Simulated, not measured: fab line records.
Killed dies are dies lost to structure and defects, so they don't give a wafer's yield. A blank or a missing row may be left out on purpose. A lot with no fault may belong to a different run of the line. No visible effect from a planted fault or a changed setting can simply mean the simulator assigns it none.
Which of the tools did it? | flow sky130 | 10 lots (30 wafers sampled), 1 step of a 708-step route

WHAT THE GAUGES READ, wafer by wafer
SKY_POLY_CUT_CD_MEAS_08: the cd target is 270 nm.
lot  | measured     | on       | cdNm (nm)
L426 | day 26 21:44 | cdSem-02 | 270.5 270.3 268.9
L431 | day 28 15:46 | cdSem-01 | 269.3 268.4 268.1
L432 | day 28 22:34 | cdSem-02 | 268.8 270.6 271.3
L433 | day 29 09:20 | cdSem-02 | 268.8 267.7 269.4
L436 | day 30 07:35 | cdSem-01 | 265.8 266.7 267.5
L437 | day 30 19:03 | cdSem-02 | 270.6 268.2 270.1
L438 | day 31 05:01 | cdSem-02 | 272.2 272.3 271.1
L439 | day 31 16:52 | cdSem-01 | 269.5 269.6 269.5
L440 | day 32 05:22 | cdSem-02 | 271.7 271.3 270.9
L441 | day 32 08:09 | cdSem-01 | 268.5 269.1 269.1

EACH LOT AND THE TOOL THAT RAN IT (in order: tool; ch and the chambers of the sampled wafers; start)
The record holds no process step before these readings.

THE ANSWER, worked out from the rows above alone
Rule: usual is defined by the lots themselves. The widest of any qualifying gaps counts: lots, ordered by their means at a reading, are off when they make up no more than a third of the lots, leave a main group of 4 or more, and stand apart from it by 3 or more times the standard deviation of that group's means. The tables above print the reading to a certain number of digits; a main group whose means all agree to those digits is not used. Also off: a lot with no number at a reading for which 4 or more lots have one. All remaining lots with rows at the step are treated as sound.
None of the lots is off at any reading shown; this tells nothing.

WHAT THE SIMULATOR HAD PUT IN
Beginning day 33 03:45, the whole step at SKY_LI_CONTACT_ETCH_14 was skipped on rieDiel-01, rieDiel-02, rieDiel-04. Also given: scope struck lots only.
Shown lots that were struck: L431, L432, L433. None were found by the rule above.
